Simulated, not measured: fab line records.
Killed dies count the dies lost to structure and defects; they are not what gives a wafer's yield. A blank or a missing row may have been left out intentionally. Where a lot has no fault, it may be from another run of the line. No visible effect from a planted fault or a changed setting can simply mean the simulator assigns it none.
fab line records | flow gf180mcu
record lots=5 wafers=15 lastDay=34
route steps=602 shown LVPWELL@60 MVSD@66 MVPSD@78 VT_IMPLANT@90
lots that met no fault: from a run of the same line without faults
startH: start of the lot's first displayed wafer, in hours after the record's first day | waitH: how many hours have passed since the lot's step before this one | " the same as in the row above | L1.1+2: a single row standing in for several wafers | - either no value or no given start | * or withheld: withheld | < > ~ a bound
route shown NAME@n: a module of which the file shows steps, and the number in the route of the first | usual: mean/standard deviation taken from wafers without a fault | same: alike in all rows | chamber/n: place in a boat | sites: each site's reading | _std_site: the standard deviation of these | _edge_site: outer sites' mean less inner sites' | radiusMm: for every site, how far away it sits from the centre of the wafer | mask NAME#n: copy n | behind: tool/chamber where the wafer was last shaped | hold: cause of the lot's hold/its duration in hours/its outcome | device: the n, p or np transistor that did not switch | end of line: the tests these same wafers got at the end of their route | a step without rows: its recipe alone | killed: dies that structure and defects cost at the first sort, which is not the same as the wafer's yield | map: the dies of a wafer, with x for killed, . for not killed, _ for no die there
set.NAME: the run value of the setting; set.NAME@STEP: its run value at that earlier step | model.NAME: the simulator's own value behind a step, which no gauge read
lots at selected steps of the route; one table per step, one row per wafer
services: when a tool's chamber went out of use (startH, in hours from the record's first day, below 0 if earlier), for how many hours, and the reason
## steps
# step GF_LVPWELL_DEVELOP_06
# recipe wallAngleDeg=90 developTimeS=60 devTempC=23
# columns lot.wafer tool chamber startH waitH
L081.3+4+5 lithoTrack-03 0 - -
L089.1+3+4 lithoTrack-03 0 - -
L092.1+3+6 lithoTrack-04 0 - -
L093.1+2+3 lithoTrack-04 0 - -
L094.2+3+4 lithoTrack-04 0 - -
# step GF_LVPWELL_OVL_MEAS_07
# usual LVPWELL_OVL=0.4/1.5
# columns lot.wafer tool chamber startH waitH LVPWELL_OVL[nm]
L081.3 overlay-01 - 107.67 - 0.9
L081.4 " - " " -0.8
L081.5 " - " " -2.0
L089.1 overlay-01 - 156.55 - 1.0
L089.3 " - " " -0.2
L089.4 " - " " 2.0
L092.1 overlay-02 - 173.74 - 1.9
L092.3 " - " " 3.1
L092.6 " - " " -0.2
L093.1 overlay-01 - 175.04 - -2.3
L093.2 " - " " 1.0
L093.3 " - " " -0.4
L094.2 overlay-02 - 182.74 - 1.6
L094.3 " - " " -0.4
L094.4 " - " " 1.2
# step GF_LVPWELL_IMPLANT_08
# recipe species=B energyKev=170 doseCm2=1.5e+13 tiltDeg=0
# columns lot.wafer tool chamber startH waitH
L081.3+4+5 implanter-03 0 107.74 0.1
L089.1+3+4 implanter-03 0 156.59 0.0
L092.1+3+6 implanter-02 0 173.77 0.0
L093.1+2+3 implanter-04 0 175.07 0.0
L094.2+3+4 implanter-03 0 182.80 0.0
# step GF_LVPWELL_IMPLANT_09
# recipe species=B energyKev=60 doseCm2=5e+12 tiltDeg=0
# columns lot.wafer tool chamber startH waitH
L081.3+4+5 implanter-03 0 107.89 0.1
L089.1+3+4 implanter-03 0 156.74 0.1
L092.1+3+6 implanter-02 0 173.92 0.1
L093.1+2+3 implanter-04 0 175.22 0.1
L094.2+3+4 implanter-03 0 182.95 0.1
# step GF_LVPWELL_STRIP_10
# recipe chemistry=O2/N2 powerW=1400 pressureMtorr=1500 platenTempC=250 o2FlowSccm=3000 n2FlowSccm=300 overashFraction=0.5
# usual drypumpMotorCurrentA=5.5/0.35 heaterPowerW=349/33 n2FlowSccm=299.9/0.86 oesProductAu=0.723/0.0047 stripTimeToEndpointS=37.02/0.092
# columns lot.wafer tool chamber startH waitH drypumpMotorCurrentA heaterPowerW n2FlowSccm oesProductAu rfHoursCounterH stripTimeToEndpointS
L081.3 plasmaAsher-02 0 108.02 0.1 5.2 321 300.5 0.719 - 37.13
L081.4 " 1 " " 5.4 349 299.6 0.713 - 37.11
L081.5 " 0 " " 5.2 311 300.5 0.726 - 37.18
L089.1 plasmaAsher-02 0 156.89 0.1 5.2 330 298.8 0.721 4 37.05
L089.3 " 0 " " 5.2 326 299.0 0.730 - 37.05
L089.4 " 1 " " 5.4 362 298.8 0.727 - 37.06
L092.1 plasmaAsher-04 0 174.07 0.1 5.7 361 299.6 0.719 36 36.91
L092.3 " 0 " " 5.6 374 300.4 0.728 - 37.00
L092.6 " 0 " " 5.7 372 299.2 0.727 - 36.93
L093.1 plasmaAsher-04 0 175.37 0.1 5.7 363 299.0 0.714 36 37.04
L093.2 " 1 " " 5.4 301 299.0 0.712 36 37.09
L093.3 " 1 " " 5.4 292 298.3 0.719 - 37.03
L094.2 plasmaAsher-04 1 183.07 0.1 5.4 299 300.3 0.736 37 36.96
L094.3 " 0 " " 5.7 364 299.4 0.722 - 36.94
L094.4 " 1 " " 5.4 304 299.9 0.731 - 36.99
# step GF_LVPWELL_TW_MEAS_11
# usual LVPWELL_TW=556/3.2
# columns lot.wafer tool chamber startH waitH LVPWELL_TW
L081.3 filmMetro-02 - 108.11 0.1 560
L081.4 " - " " 555
L081.5 " - " " 553
L089.1 filmMetro-02 - 156.99 0.1 557
L089.3 " - " " 557
L089.4 " - " " 552
L092.1 filmMetro-04 - 174.17 0.1 558
L092.3 " - " " 559
L092.6 " - " " 561
L093.1 filmMetro-02 - 175.47 0.1 554
L093.2 " - " " 555
L093.3 " - " " 556
L094.2 filmMetro-04 - 183.18 0.1 561
L094.3 " - " " 560
L094.4 " - " " 560
# step GF_MVSD_DEHYDRATE_00
# recipe tempC=200 timeS=60
# columns lot.wafer tool chamber startH waitH
L081.3+4+5 lithoTrack-01 0 114.94 6.8
L089.1+3+4 lithoTrack-03 0 164.60 7.6
L092.1+3+6 lithoTrack-01 0 181.88 7.7
L093.1+2+3 lithoTrack-03 0 183.20 7.7
L094.2+3+4 lithoTrack-02 0 190.16 7.0
# step GF_MVSD_HMDS_01
# recipe primeTimeS=60 primeTempC=120
# columns lot.wafer tool chamber startH waitH
L081.3+4+5 lithoTrack-01 0 115.09 0.1
L089.1+3+4 lithoTrack-03 0 164.75 0.1
L092.1+3+6 lithoTrack-01 0 182.03 0.1
L093.1+2+3 lithoTrack-03 0 183.35 0.1
L094.2+3+4 lithoTrack-02 0 190.31 0.1
# step GF_MVSD_COAT_02
# recipe spinRpm=2000 resistThkNm=3000
# columns lot.wafer tool chamber startH waitH
L081.3+4+5 lithoTrack-01 0 115.24 0.1
L089.1+3+4 lithoTrack-03 0 164.90 0.1
L092.1+3+6 lithoTrack-01 0 182.18 0.1
L093.1+2+3 lithoTrack-03 0 183.50 0.1
L094.2+3+4 lithoTrack-02 0 190.46 0.1
# step GF_MVSD_SOFTBAKE_03
# recipe tempC=110.6 timeS=withheld
# columns lot.wafer tool chamber startH waitH
L081.3+4+5 lithoTrack-01 0 115.40 0.1
L089.1+3+4 lithoTrack-03 0 165.05 0.1
L092.1+3+6 lithoTrack-01 0 182.33 0.1
L093.1+2+3 lithoTrack-03 0 183.65 0.1
L094.2+3+4 lithoTrack-02 0 190.62 0.1
# step GF_MVSD_EXPOSE_04
# recipe maskId=MVSD targetCdNm=1000 na=0.6 sourceShape=conventional sigmaOuter=0.6 doseMj=260
# columns lot.wafer tool chamber startH waitH mask
L081.3+4+5 ilineStepper-01 0 - - MVSD#0
L089.1+3+4 ilineStepper-01 0 - - MVSD#0
L092.1+3+6 ilineStepper-01 0 - - MVSD#0
L093.1+2+3 ilineStepper-01 0 - - MVSD#0
L094.2+3+4 ilineStepper-02 0 - - MVSD#0
# step GF_MVSD_PEB_05
# recipe tempC=115 timeS=withheld
# columns lot.wafer tool chamber startH waitH
L081.3+4+5 lithoTrack-02 0 - -
L089.1+3+4 lithoTrack-03 0 - -
L092.1+3+6 lithoTrack-03 0 - -
L093.1+2+3 lithoTrack-03 0 - -
L094.2+3+4 lithoTrack-01 0 - -
# step GF_MVSD_DEVELOP_06
# recipe wallAngleDeg=90 developTimeS=60 devTempC=23
# columns lot.wafer tool chamber startH waitH
L081.3+4+5 lithoTrack-02 0 - -
L089.1+3+4 lithoTrack-03 0 - -
L092.1+3+6 lithoTrack-03 0 - -
L093.1+2+3 lithoTrack-03 0 - -
L094.2+3+4 lithoTrack-01 0 - -
# step GF_MVSD_OVL_MEAS_07
# usual MVSD_OVL=-0.3/1.4
# columns lot.wafer tool chamber startH waitH MVSD_OVL[nm]
L081.3 overlay-02 - 122.75 - -0.2
L081.4 " - " " 1.4
L081.5 " - " " -0.8
L089.1 overlay-01 - 172.80 - -1.5
L089.3 " - " " 1.9
L089.4 " - " " 0.6
L092.1 overlay-02 - 190.20 - 0.9
L092.3 " - " " 0.5
L092.6 " - " " -1.7
L093.1 overlay-02 - 191.15 - 0.5
L093.2 " - " " 1.5
L093.3 " - " " 0.9
L094.2 overlay-02 - 198.69 - 1.2
L094.3 " - " " -0.6
L094.4 " - " " -0.2
# step GF_MVSD_IMPLANT_08
# recipe species=P energyKev=400 doseCm2=1.6e+13 tiltDeg=0
# columns lot.wafer tool chamber startH waitH
L081.3+4+5 implanter-01 0 122.82 0.1
L089.1+3+4 implanter-01 0 172.84 0.0
L092.1+3+6 implanter-04 0 190.24 0.0
L093.1+2+3 implanter-02 0 191.19 0.0
L094.2+3+4 implanter-01 0 198.75 0.0
# step GF_MVSD_IMPLANT_09
# recipe species=P energyKev=100 doseCm2=5e+12 tiltDeg=0
# columns lot.wafer tool chamber startH waitH
L081.3+4+5 implanter-01 0 122.97 0.1
L089.1+3+4 implanter-01 0 172.99 0.1
L092.1+3+6 implanter-04 0 190.39 0.1
L093.1+2+3 implanter-02 0 191.34 0.1
L094.2+3+4 implanter-01 0 198.90 0.1
# step GF_MVSD_STRIP_10
# recipe chemistry=O2/N2 powerW=1400 pressureMtorr=1500 platenTempC=250 o2FlowSccm=3000 n2FlowSccm=300 overashFraction=0.5
# usual drypumpMotorCurrentA=5.7/0.33 heaterPowerW=355/36 n2FlowSccm=300.2/0.93 oesProductAu=0.723/0.0044 stripTimeToEndpointS=36.93/0.097
# columns lot.wafer tool chamber startH waitH drypumpMotorCurrentA heaterPowerW n2FlowSccm oesProductAu rfHoursCounterH stripTimeToEndpointS
L081.3 plasmaAsher-04 0 123.10 0.1 5.7 363 300.7 0.719 - 36.95
L081.4 " 1 " " 5.4 304 299.1 0.723 - 36.92
L081.5 " 1 " " 5.4 300 298.0 0.722 - 36.84
L089.1 plasmaAsher-04 0 173.14 0.1 5.7 365 299.8 0.728 36 36.85
L089.3 " 1 " " 5.4 302 301.3 0.718 - 36.77
L089.4 " 0 " " 5.7 365 300.4 0.716 - 36.95
L092.1 plasmaAsher-01 1 190.54 0.1 5.4 327 301.4 0.719 55 36.91
L092.3 " 0 " " 5.8 359 298.6 0.722 - 36.78
L092.6 " 1 " " 5.4 322 302.0 0.722 - 36.85
L093.1 plasmaAsher-01 1 191.49 0.1 5.4 332 301.6 0.728 56 36.81
L093.2 " 0 " " 5.8 367 300.2 0.716 56 36.84
L093.3 " 0 " " 5.8 364 301.3 0.727 - 36.79
L094.2 plasmaAsher-03 0 199.02 0.1 6.4 379 300.5 0.725 52 37.15
L094.3 " 0 " " 6.4 379 300.3 0.720 - 37.04
L094.4 " 1 " " 5.6 406 299.0 0.721 - 36.87
# step GF_MVSD_TW_MEAS_11
# usual MVSD_TW=1567/8
# columns lot.wafer tool chamber startH waitH MVSD_TW
L081.3 filmMetro-01 - 123.19 0.1 1575
L081.4 " - " " 1569
L081.5 " - " " 1571
L089.1 filmMetro-04 - 173.24 0.1 1572
L089.3 " - " " 1577
L089.4 " - " " 1578
L092.1 filmMetro-01 - 190.64 0.1 1565
L092.3 " - " " 1567
L092.6 " - " " 1568
L093.1 filmMetro-04 - 191.59 0.1 1578
L093.2 " - " " 1573
L093.3 " - " " 1573
L094.2 filmMetro-02 - 199.13 0.1 1575
L094.3 " - " " 1564
L094.4 " - " " 1568
# step GF_MVPSD_DEHYDRATE_00
# recipe tempC=200 timeS=60
# columns lot.wafer tool chamber startH waitH
L081.3+4+5 lithoTrack-04 0 130.49 7.3
L089.1+3+4 lithoTrack-04 0 180.84 7.6
L092.1+3+6 lithoTrack-04 0 197.94 7.3
L093.1+2+3 lithoTrack-02 0 199.03 7.4
L094.2+3+4 lithoTrack-01 0 207.21 8.1
# step GF_MVPSD_HMDS_01
# recipe primeTimeS=60 primeTempC=120.4
# columns lot.wafer tool chamber startH waitH
L081.3+4+5 lithoTrack-04 0 130.64 0.1
L089.1+3+4 lithoTrack-04 0 180.99 0.1
L092.1+3+6 lithoTrack-04 0 198.09 0.1
L093.1+2+3 lithoTrack-02 0 199.18 0.1
L094.2+3+4 lithoTrack-01 0 207.36 0.1
# step GF_MVPSD_COAT_02
# recipe spinRpm=2000 resistThkNm=3000
# columns lot.wafer tool chamber startH waitH
L081.3+4+5 lithoTrack-04 0 130.79 0.1
L089.1+3+4 lithoTrack-04 0 181.14 0.1
L092.1+3+6 lithoTrack-04 0 198.24 0.1
L093.1+2+3 lithoTrack-02 0 199.33 0.1
L094.2+3+4 lithoTrack-01 0 207.51 0.1
# step GF_MVPSD_SOFTBAKE_03
# recipe tempC=110 timeS=withheld
# columns lot.wafer tool chamber startH waitH
L081.3+4+5 lithoTrack-04 0 130.96 0.1
L089.1+3+4 lithoTrack-04 0 181.29 0.1
L092.1+3+6 lithoTrack-04 0 198.39 0.1
L093.1+2+3 lithoTrack-02 0 199.48 0.1
L094.2+3+4 lithoTrack-01 0 207.67 0.1
# step GF_MVPSD_EXPOSE_04
# recipe maskId=MVPSD targetCdNm=1000 na=0.6 sourceShape=conventional sigmaOuter=0.6 doseMj=260
# columns lot.wafer tool chamber startH waitH mask
L081.3+4+5 ilineStepper-01 0 - - MVPSD#0
L089.1+3+4 ilineStepper-01 0 - - MVPSD#0
L092.1+3+6 ilineStepper-02 0 - - MVPSD#0
L093.1+2+3 ilineStepper-02 0 - - MVPSD#0
L094.2+3+4 ilineStepper-01 0 - - MVPSD#0
# step GF_MVPSD_PEB_05
# recipe tempC=115 timeS=withheld
# columns lot.wafer tool chamber startH waitH
L081.3+4+5 lithoTrack-04 0 - -
L089.1+3+4 lithoTrack-01 0 - -
L092.1+3+6 lithoTrack-02 0 - -
L093.1+2+3 lithoTrack-02 0 - -
L094.2+3+4 lithoTrack-01 0 - -
# step GF_MVPSD_DEVELOP_06
# recipe wallAngleDeg=90 developTimeS=60 devTempC=23
# columns lot.wafer tool chamber startH waitH
L081.3+4+5 lithoTrack-04 0 - -
L089.1+3+4 lithoTrack-01 0 - -
L092.1+3+6 lithoTrack-02 0 - -
L093.1+2+3 lithoTrack-02 0 - -
L094.2+3+4 lithoTrack-01 0 - -
# step GF_MVPSD_OVL_MEAS_07
# usual MVPSD_OVL=-1.3/1.2
# columns lot.wafer tool chamber startH waitH MVPSD_OVL[nm]
L081.3 overlay-01 - 138.40 - -0.2
L081.4 " - " " -1.1
L081.5 " - " " -1.2
L089.1 overlay-02 - 188.93 - 0.5
L089.3 " - " " 0.6
L089.4 " - " " 1.6
L092.1 overlay-02 - 206.63 - 0.5
L092.3 " - " " -0.2
L092.6 " - " " 0.2
L093.1 overlay-02 - 208.23 - -1.5
L093.2 " - " " -3.3
L093.3 " - " " -2.3
L094.2 overlay-01 - 216.04 - -1.6
L094.3 " - " " 0.4
L094.4 " - " " -1.1
# step GF_MVPSD_IMPLANT_08
# recipe species=B energyKev=170 doseCm2=1.5e+13 tiltDeg=0
# columns lot.wafer tool chamber startH waitH
L081.3+4+5 implanter-02 0 138.47 0.1
L089.1+3+4 implanter-02 0 188.97 0.0
L092.1+3+6 implanter-02 0 206.67 0.0
L093.1+2+3 implanter-02 0 208.27 0.0
L094.2+3+4 implanter-01 0 216.09 0.0
# step GF_MVPSD_IMPLANT_09
# recipe species=B energyKev=40 doseCm2=5e+12 tiltDeg=0
# columns lot.wafer tool chamber startH waitH
L081.3+4+5 implanter-02 0 138.62 0.1
L089.1+3+4 implanter-02 0 189.12 0.1
L092.1+3+6 implanter-02 0 206.82 0.1
L093.1+2+3 implanter-02 0 208.42 0.1
L094.2+3+4 implanter-01 0 216.24 0.1
# step GF_MVPSD_STRIP_10
# recipe chemistry=O2/N2 powerW=1400 pressureMtorr=1500 platenTempC=250 o2FlowSccm=3000 n2FlowSccm=300 overashFraction=0.5
# usual drypumpMotorCurrentA=5.45/0.21 heaterPowerW=341/25 n2FlowSccm=299.9/0.95 oesProductAu=0.722/0.0048 stripTimeToEndpointS=36.98/0.097
# columns lot.wafer tool chamber startH waitH drypumpMotorCurrentA heaterPowerW n2FlowSccm oesProductAu rfHoursCounterH stripTimeToEndpointS
L081.3 plasmaAsher-04 1 138.76 0.1 5.38 298 299.7 0.717 - 37.07
L081.4 " 0 " " 5.66 364 299.3 0.721 - 37.09
L081.5 " 0 " " 5.70 368 300.0 0.732 - 36.99
L089.1 plasmaAsher-04 1 189.27 0.1 5.41 299 299.3 0.722 37 37.01
L089.3 " 0 " " 5.67 369 300.3 0.719 - 37.18
L089.4 " 1 " " 5.42 293 299.6 0.715 - 37.07
L092.1 plasmaAsher-02 0 206.97 0.1 5.15 334 299.4 0.716 9 37.00
L092.3 " 0 " " 5.13 332 300.8 0.721 - 36.91
L092.6 " 1 " " 5.42 353 300.0 0.719 - 37.00
L093.1 plasmaAsher-02 0 208.57 0.1 5.15 324 300.6 0.715 9 36.95
L093.2 " 1 " " 5.42 342 300.1 0.723 9 36.93
L093.3 " 1 " " 5.41 353 300.9 0.724 - 36.97
L094.2 plasmaAsher-02 0 216.37 0.1 5.14 333 299.1 0.717 10 37.09
L094.3 " 0 " " 5.18 323 300.2 0.716 - 37.00
L094.4 " 1 " " 5.42 359 298.9 0.719 - 37.04
# step GF_MVPSD_TW_MEAS_11
# usual MVPSD_TW=549.9/2.9
# columns lot.wafer tool chamber startH waitH MVPSD_TW
L081.3 filmMetro-02 - 138.84 0.1 546.8
L081.4 " - " " 550.6
L081.5 " - " " 544.8
L089.1 filmMetro-01 - 189.37 0.1 551.9
L089.3 " - " " 548.0
L089.4 " - " " 551.7
L092.1 filmMetro-04 - 207.07 0.1 552.4
L092.3 " - " " 557.6
L092.6 " - " " 552.8
L093.1 filmMetro-01 - 208.67 0.1 550.2
L093.2 " - " " 548.1
L093.3 " - " " 547.8
L094.2 filmMetro-01 - 216.48 0.1 551.2
L094.3 " - " " 548.8
L094.4 " - " " 547.6
# step GF_VT_IMPLANT_DEHYDRATE_00
# recipe tempC=200 timeS=60
# columns lot.wafer tool chamber startH waitH
L081.3+4+5 lithoTrack-04 0 146.34 7.5
L089.1+3+4 lithoTrack-04 0 197.04 7.7
L092.1+3+6 lithoTrack-03 0 214.50 7.4
L093.1+2+3 lithoTrack-03 0 216.05 7.4
L094.2+3+4 lithoTrack-01 0 224.76 8.3
# step GF_VT_IMPLANT_HMDS_01
# recipe primeTimeS=60 primeTempC=120
# columns lot.wafer tool chamber startH waitH
L081.3+4+5 lithoTrack-04 0 146.49 0.1
L089.1+3+4 lithoTrack-04 0 197.19 0.1
L092.1+3+6 lithoTrack-03 0 214.65 0.1
L093.1+2+3 lithoTrack-03 0 216.20 0.1
L094.2+3+4 lithoTrack-01 0 224.91 0.1
# step GF_VT_IMPLANT_COAT_02
# recipe resist=NOVOLAK spinRpm=3000 resistThkNm=1000
# columns lot.wafer tool chamber startH waitH
L081.3+4+5 lithoTrack-04 0 146.64 0.1
L089.1+3+4 lithoTrack-04 0 197.34 0.1
L092.1+3+6 lithoTrack-03 0 214.80 0.1
L093.1+2+3 lithoTrack-03 0 216.35 0.1
L094.2+3+4 lithoTrack-01 0 225.06 0.1
# step GF_VT_IMPLANT_SOFTBAKE_03
# recipe tempC=90 timeS=60 resist=NOVOLAK
# columns lot.wafer tool chamber startH waitH
L081.3+4+5 lithoTrack-04 0 146.79 0.1
L089.1+3+4 lithoTrack-04 0 197.49 0.1
L092.1+3+6 lithoTrack-03 0 214.95 0.1
L093.1+2+3 lithoTrack-03 0 216.50 0.1
L094.2+3+4 lithoTrack-01 0 225.21 0.1
# step GF_VT_IMPLANT_EXPOSE_04
# recipe maskId=LVPWELL_LV_AREA targetCdNm=600 na=0.6 sourceShape=conventional sigmaOuter=0.6 doseMj=140
# columns lot.wafer tool chamber startH waitH mask
L081.3+4+5 ilineStepper-02 0 - - LVPWELL_LV_AREA#0
L089.1+3+4 ilineStepper-01 0 - - LVPWELL_LV_AREA#0
L092.1+3+6 ilineStepper-01 0 - - LVPWELL_LV_AREA#0
L093.1+2+3 ilineStepper-01 0 - - LVPWELL_LV_AREA#0
L094.2+3+4 ilineStepper-01 0 - - LVPWELL_LV_AREA#0
# step GF_VT_IMPLANT_PEB_05
# recipe tempC=withheld timeS=* resist=NOVOLAK
# columns lot.wafer tool chamber startH waitH
L081.3+4+5 lithoTrack-01 0 - -
L089.1+3+4 lithoTrack-01 0 - -
L092.1+3+6 lithoTrack-01 0 - -
L093.1+2+3 lithoTrack-03 0 - -
L094.2+3+4 lithoTrack-03 0 - -
# step GF_VT_IMPLANT_DEVELOP_06
# recipe developTimeS=60 devTempC=23
# columns lot.wafer tool chamber startH waitH
L081.3+4+5 lithoTrack-01 0 154.48 0.1
L089.1+3+4 lithoTrack-01 0 205.68 0.1
L092.1+3+6 lithoTrack-01 0 222.98 0.1
L093.1+2+3 lithoTrack-03 0 225.10 0.1
L094.2+3+4 lithoTrack-03 0 233.63 0.1
# step GF_VT_IMPLANT_OVL_MEAS_07
# usual VT_IMPLANT_OVL=-0.1/1.5
# columns lot.wafer tool chamber startH waitH VT_IMPLANT_OVL[nm]
L081.3 overlay-01 - 154.60 0.1 -1.4
L081.4 " - " " -1.3
L081.5 " - " " -0.1
L089.1 overlay-01 - 205.83 0.1 -0.1
L089.3 " - " " -1.2
L089.4 " - " " -0.4
L092.1 overlay-02 - 223.13 0.1 1.7
L092.3 " - " " 0.7
L092.6 " - " " -2.6
L093.1 overlay-02 - 225.25 0.1 1.5
L093.2 " - " " -0.4
L093.3 " - " " 1.9
L094.2 overlay-01 - 233.76 0.1 -0.2
L094.3 " - " " -0.4
L094.4 " - " " 2.5
# step GF_VT_IMPLANT_IMPLANT_08
# recipe species=BF2 energyKev=19.77 doseCm2=8.29e+12 tiltDeg=7
# columns lot.wafer tool chamber startH waitH
L081.3+4+5 implanter-03 0 154.67 0.1
L089.1+3+4 implanter-04 0 205.87 0.0
L092.1+3+6 implanter-03 0 223.17 0.0
L093.1+2+3 implanter-04 0 225.29 0.0
L094.2+3+4 implanter-03 0 233.81 0.0
# step GF_VT_IMPLANT_STRIP_09
# recipe chemistry=O2/N2 powerW=1400 pressureMtorr=1500 platenTempC=250 o2FlowSccm=3000 n2FlowSccm=300 overashFraction=0.5
# usual drypumpMotorCurrentA=5.7/0.44 heaterPowerW=368/28 n2FlowSccm=300.0/0.93 oesProductAu=0.717/0.0047 stripTimeToEndpointS=12.64/0.034
# columns lot.wafer tool chamber startH waitH drypumpMotorCurrentA heaterPowerW n2FlowSccm oesProductAu rfHoursCounterH stripTimeToEndpointS
L081.3 plasmaAsher-03 1 154.80 0.1 5.6 411 300.4 0.715 - 12.62
L081.4 " 0 " " 6.4 377 300.9 0.720 - 12.64
L081.5 " 1 " " 5.6 410 300.6 0.712 - 12.60
L089.1 plasmaAsher-02 0 206.02 0.1 5.1 328 301.1 0.710 9 12.61
L089.3 " 0 " " 5.2 319 300.3 0.718 - 12.63
L089.4 " 1 " " 5.4 353 299.7 0.714 - 12.62
L092.1 plasmaAsher-03 1 223.32 0.1 5.6 398 298.9 0.723 55 12.63
L092.3 " 0 " " 6.4 375 300.1 0.725 - 12.64
L092.6 " 1 " " 5.6 401 301.1 0.710 - 12.62
L093.1 plasmaAsher-01 0 225.44 0.1 5.8 359 301.3 0.722 59 12.65
L093.2 " 1 " " 5.4 332 299.4 0.719 59 12.66
L093.3 " 1 " " 5.4 333 300.7 0.715 - 12.65
L094.2 plasmaAsher-01 0 233.94 0.1 5.8 354 300.3 0.719 60 12.67
L094.3 " 0 " " 5.8 371 300.6 0.713 - 12.65
L094.4 " 1 " " 5.4 323 300.4 0.721 - 12.68
# step GF_VT_IMPLANT_TW_MEAS_10
# usual VT_IMPLANT_TW=563/7.2
# columns lot.wafer tool chamber startH waitH VT_IMPLANT_TW
L081.3 filmMetro-03 - 154.89 0.1 569
L081.4 " - " " 568
L081.5 " - " " 566
L089.1 filmMetro-02 - 206.13 0.1 558
L089.3 " - " " 561
L089.4 " - " " 557
L092.1 filmMetro-02 - 223.42 0.1 556
L092.3 " - " " 556
L092.6 " - " " 557
L093.1 filmMetro-03 - 225.54 0.1 571
L093.2 " - " " 569
L093.3 " - " " 568
L094.2 filmMetro-03 - 234.05 0.1 569
L094.3 " - " " 567
L094.4 " - " " 571
# step GF_VT_IMPLANT_DEHYDRATE_11
# recipe tempC=200 timeS=60
# columns lot.wafer tool chamber startH waitH
L081.3+4+5 lithoTrack-03 0 161.80 6.9
L089.1+3+4 lithoTrack-04 0 213.89 7.8
L092.1+3+6 lithoTrack-04 0 230.19 6.8
L093.1+2+3 lithoTrack-01 0 233.98 8.4
L094.2+3+4 lithoTrack-01 0 241.46 7.4
# step GF_VT_IMPLANT_HMDS_12
# recipe primeTimeS=60 primeTempC=120
# columns lot.wafer tool chamber startH waitH
L081.3+4+5 lithoTrack-03 0 161.95 0.1
L089.1+3+4 lithoTrack-04 0 214.04 0.1
L092.1+3+6 lithoTrack-04 0 230.34 0.1
L093.1+2+3 lithoTrack-01 0 234.13 0.1
L094.2+3+4 lithoTrack-01 0 241.61 0.1
# step GF_VT_IMPLANT_COAT_13
# recipe resist=NOVOLAK spinRpm=3000 resistThkNm=1000
# columns lot.wafer tool chamber startH waitH
L081.3+4+5 lithoTrack-03 0 162.10 0.1
L089.1+3+4 lithoTrack-04 0 214.19 0.1
L092.1+3+6 lithoTrack-04 0 230.49 0.1
L093.1+2+3 lithoTrack-01 0 234.28 0.1
L094.2+3+4 lithoTrack-01 0 241.76 0.1
# step GF_VT_IMPLANT_SOFTBAKE_14
# recipe tempC=90 timeS=60 resist=NOVOLAK
# columns lot.wafer tool chamber startH waitH
L081.3+4+5 lithoTrack-03 0 162.25 0.1
L089.1+3+4 lithoTrack-04 0 214.34 0.1
L092.1+3+6 lithoTrack-04 0 230.64 0.1
L093.1+2+3 lithoTrack-01 0 234.43 0.1
L094.2+3+4 lithoTrack-01 0 241.91 0.1
# step GF_VT_IMPLANT_EXPOSE_15
# recipe maskId=Nwell_LV_AREA targetCdNm=860 na=0.6 sourceShape=conventional sigmaOuter=0.6 doseMj=140
# columns lot.wafer tool chamber startH waitH mask
L081.3+4+5 ilineStepper-01 0 - - Nwell_LV_AREA#0
L089.1+3+4 ilineStepper-01 0 - - Nwell_LV_AREA#0
L092.1+3+6 ilineStepper-01 0 - - Nwell_LV_AREA#0
L093.1+2+3 ilineStepper-01 0 - - Nwell_LV_AREA#0
L094.2+3+4 ilineStepper-02 0 - - Nwell_LV_AREA#0
# step GF_VT_IMPLANT_PEB_16
# recipe tempC=withheld timeS=* resist=NOVOLAK
# columns lot.wafer tool chamber startH waitH
L081.3+4+5 lithoTrack-03 0 - -
L089.1+3+4 lithoTrack-01 0 - -
L092.1+3+6 lithoTrack-03 0 - -
L093.1+2+3 lithoTrack-03 0 - -
L094.2+3+4 lithoTrack-04 0 - -
# step GF_VT_IMPLANT_DEVELOP_17
# recipe developTimeS=60 devTempC=23
# columns lot.wafer tool chamber startH waitH
L081.3+4+5 lithoTrack-03 0 170.05 0.1
L089.1+3+4 lithoTrack-01 0 222.33 0.1
L092.1+3+6 lithoTrack-03 0 238.80 0.1
L093.1+2+3 lithoTrack-03 0 242.70 0.1
L094.2+3+4 lithoTrack-04 0 250.36 0.1
# step GF_VT_IMPLANT_OVL_MEAS_18
# usual VT_IMPLANT_01_OVL=-0.3/1.2
# columns lot.wafer tool chamber startH waitH VT_IMPLANT_01_OVL[nm]
L081.3 overlay-02 - 170.17 0.1 -0.3
L081.4 " - " " -1.2
L081.5 " - " " -0.2
L089.1 overlay-01 - 222.48 0.1 -1.9
L089.3 " - " " 0.3
L089.4 " - " " 0.8
L092.1 overlay-02 - 238.95 0.1 -1.2
L092.3 " - " " 0.0
L092.6 " - " " -0.7
L093.1 overlay-02 - 242.85 0.1 0.9
L093.2 " - " " -1.1
L093.3 " - " " -1.5
L094.2 overlay-01 - 250.49 0.1 -1.5
L094.3 " - " " 1.0
L094.4 " - " " 0.2
# step GF_VT_IMPLANT_IMPLANT_19
# recipe species=As energyKev=100 doseCm2=4.35e+12 tiltDeg=7
# columns lot.wafer tool chamber startH waitH
L081.3+4+5 implanter-04 0 170.24 0.1
L089.1+3+4 implanter-01 0 222.52 0.0
L092.1+3+6 implanter-01 0 238.99 0.0
L093.1+2+3 implanter-03 0 242.89 0.0
L094.2+3+4 implanter-03 0 250.55 0.0
## services
# columns tool chamber startH hours kind
implanter-02 - 86.48 3.4 repair
plasmaAsher-04 - 99.81 8.4 repair
plasmaAsher-02 - 108.75 9.0 pm
plasmaAsher-02 0 108.75 9.0 ventCycle
implanter-04 - 137.00 6.2 pm
implanter-01 - 148.20 19.3 pm
lithoTrack-01 - 148.40 - consumableReplace:filter
plasmaAsher-03 - 158.35 2.8 pm
plasmaAsher-01 - 168.96 3.3 repair
implanter-04 - 170.40 0.9 repair
implanter-01 - 176.62 9.2 repair
ilineStepper-02 - 182.40 4.7 repair
ilineStepper-01 - 188.19 8.9 pm
plasmaAsher-02 - 189.13 3.6 repair
ilineStepper-02 - 201.05 31.8 repair
ilineStepper-01 - 227.65 2.1 pm
implanter-03 - 228.15 1.9 repair
ilineStepper-01 - 229.73 - consumableReplace:lamp
implanter-02 - 230.03 2.3 repair
plasmaAsher-04 - 232.56 1.4 repair
ilineStepper-02 - 232.84 1.7 pm
plasmaAsher-02 - 236.62 6.8 repair
plasmaAsher-02 - 237.89 1.0 repair
ilineStepper-01 0 241.17 - calibration
## key
fault none
